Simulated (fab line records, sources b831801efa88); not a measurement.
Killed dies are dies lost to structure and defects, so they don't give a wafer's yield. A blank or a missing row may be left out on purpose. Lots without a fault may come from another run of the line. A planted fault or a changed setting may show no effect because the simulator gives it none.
Which tool did it? | flow gf180mcu | 7 lots, 20 wafers sampled, at 5 steps of a route of 602

WHAT THE GAUGES READ, wafer by wafer
GF_M5_CD_MEAS_07: target cd 280 nm.
lot  | measured     | on        | cd_nm (nm)
L956 | day 26 20:40 | cd_sem-01 | 279.3 279.2 279.1
L960 | day 28 06:17 | cd_sem-01 | 281.5 280.6 280.5
L964 | day 29 09:21 | cd_sem-01 | 278.3 278.7 279.0
L966 | day 30 05:11 | cd_sem-01 | 279.3 279.3 279.5
L968 | day 30 21:28 | cd_sem-01 | 281.4 280.1 280.7
L970 | day 31 05:30 | cd_sem-01 | 279.4 281.9 281.1
L974 | day 32 02:22 | cd_sem-01 | 279.8 196.7 280.2 196.8

WHICH TOOL RAN EACH LOT (tool, then ch and the chambers of the sampled wafers, then the start)
lot  | GF_V3_ETCH_16                      | GF_M4_STRIP_17                       | GF_MIM_SPUTTER_01            | GF_M5_EXPOSE_04
L956 | rie_diel-03 ch 0,1, day 23 02:58   | plasma_asher-02 ch 0,1, day 24 02:37 | pvd_sputter-02, day 25 02:59 | krf_scanner-01 ch 0, day 26 11:01
L960 | rie_diel-03 ch 1,2,3, day 24 15:22 | plasma_asher-01 ch 0,1, day 25 14:25 | pvd_sputter-04, day 26 13:35 | krf_scanner-01 ch 0, day 27 20:24
L964 | rie_diel-02 ch 1,2,3, day 25 20:19 | plasma_asher-03 ch 0,1, day 26 18:27 | pvd_sputter-04, day 27 17:26 | krf_scanner-02 ch 0, day 28 23:52
L966 | rie_diel-01 ch 0,1, day 26 18:55   | plasma_asher-02 ch 0,1, day 27 16:29 | pvd_sputter-02, day 28 15:52 | krf_scanner-01 ch 0, day 29 20:18
L968 | rie_diel-03 ch 0,3, day 27 13:31   | plasma_asher-03 ch 0,1, day 28 11:29 | pvd_sputter-02, day 29 09:55 | krf_scanner-01 ch 0, day 30 12:58
L970 | rie_diel-01 ch 0,2,3, day 27 21:47 | plasma_asher-02 ch 0,1, day 28 19:29 | pvd_sputter-02, day 29 17:26 | krf_scanner-01 ch 0, day 30 21:07
L974 | rie_diel-01 ch 2,3, day 28 22:34   | plasma_asher-03 ch 0,1, day 29 19:16 | pvd_sputter-04, day 30 15:59 | krf_scanner-01 ch 0, day 31 18:35
- GF_V3_ETCH_16: etches BARC in N2/H2.
- GF_M4_STRIP_17: strips in O2/N2.
- GF_MIM_SPUTTER_01: material TiN, target thk 30 nm, time 25 s.
- GF_M5_EXPOSE_04: exposes mask Metal5, target cd 280 nm.

THE ANSWER, worked out from the rows above alone
Rule: what is usual is taken from the lots themselves. Put in order of their means at a reading, lots are off if they are a third of the lots or fewer, leave a main group of 4 or more, and stand apart from it by a gap of 3 or more times the standard deviation of the main group's means; of several such gaps the widest counts. A main group whose means are all the same, to the digits that the tables above print for the reading, isn't used. A lot without any number at a reading at which 4 lots or more have one is off too. The other lots that the step has rows for count as sound.
Off: L974, at GF_M5_CD_MEAS_07 (cd_nm). The main group: mean 279.9 nm, standard deviation 0.89.
A tool fits if, at a process step before that reading, it ran every lot that is off, and no sound lot after the first of them. The gauges at GF_M5_CD_MEAS_07 are tried like those tools. Can't be told from this: 5 tools fit, rie_diel-01 at GF_V3_ETCH_16, plasma_asher-03 at GF_M4_STRIP_17, pvd_sputter-04 at GF_MIM_SPUTTER_01, krf_scanner-01 at GF_M5_EXPOSE_04, cd_sem-01 at GF_M5_CD_MEAS_07.

WHAT THE SIMULATOR HAD PUT IN
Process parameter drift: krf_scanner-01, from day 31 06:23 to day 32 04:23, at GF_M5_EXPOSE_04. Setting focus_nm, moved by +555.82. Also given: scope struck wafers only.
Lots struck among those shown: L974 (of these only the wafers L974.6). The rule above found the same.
